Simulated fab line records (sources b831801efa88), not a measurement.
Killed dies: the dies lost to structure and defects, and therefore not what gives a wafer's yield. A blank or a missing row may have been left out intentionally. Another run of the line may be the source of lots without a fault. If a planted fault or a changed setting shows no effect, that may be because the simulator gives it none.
Matching of chambers | flow gf180mcu | GF_CONTACT_ETCH_16 on rie diel-04: 4 sister chambers
The step etches BARC in N2/H2. 8 wafers are shown with their chamber, then 7 later ones without.

EACH WAFER AND ITS CHAMBER
wafer  | chamber | drypump motor current A (A) | oes product au (a.u.)
L565.3 | 1       | 5.9                         | 0.848
L565.5 | 3       | 6.6                         | 0.854
L565.6 | 2       | 6.4                         | 0.851
L569.4 | 3       | 6.6                         | 0.853
L569.5 | 2       | 6.5                         | 0.854
L569.6 | 0       | 6.0                         | 0.853
L570.2 | 0       | 6.0                         | 0.858
L570.3 | 1       | 5.9                         | 0.855

WAFERS WITH NO CHAMBER GIVEN
wafer  | drypump motor current A (A) | oes product au (a.u.)
L570.4 | 6.4                         | 0.852
L571.1 | 6.0                         | 0.851
L571.2 | 5.9                         | 0.853
L571.5 | 6.0                         | 0.853
L575.2 | 5.9                         | 0.851
L575.4 | 5.9                         | 0.861
L575.6 | 5.9                         | 0.854

THE CHAMBER EACH PASSED THROUGH
wafer  | from the rows above     | in truth
L570.4 | 2                       | 2
L571.1 | can't be placed: 0 or 1 | 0
L571.2 | 1                       | 1
L571.5 | 0                       | 0
L575.2 | 1                       | 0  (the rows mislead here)
L575.4 | can't be placed: 1 or 0 | 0
L575.6 | 1                       | 1
Placed correctly: 4 of 7. Can't be placed from these rows: 2 (the true chamber is among the candidates in 2). Wrongly placed: 1.
How it was worked out, from the rows above alone: a wafer's distance from a chamber is the root of the sum, over the readings, of the square of ((its reading less the chamber's mean) divided by the reading's scatter). If the next closest chamber is less than 2 further off than the closest, the wafer can't be placed; otherwise it belongs to the closest. Each chamber's mean is taken over the wafers shown for it. The scatter: the root of (the sum of the squares of (reading less its chamber's mean) over the shown wafers, divided by (wafers less chambers)).
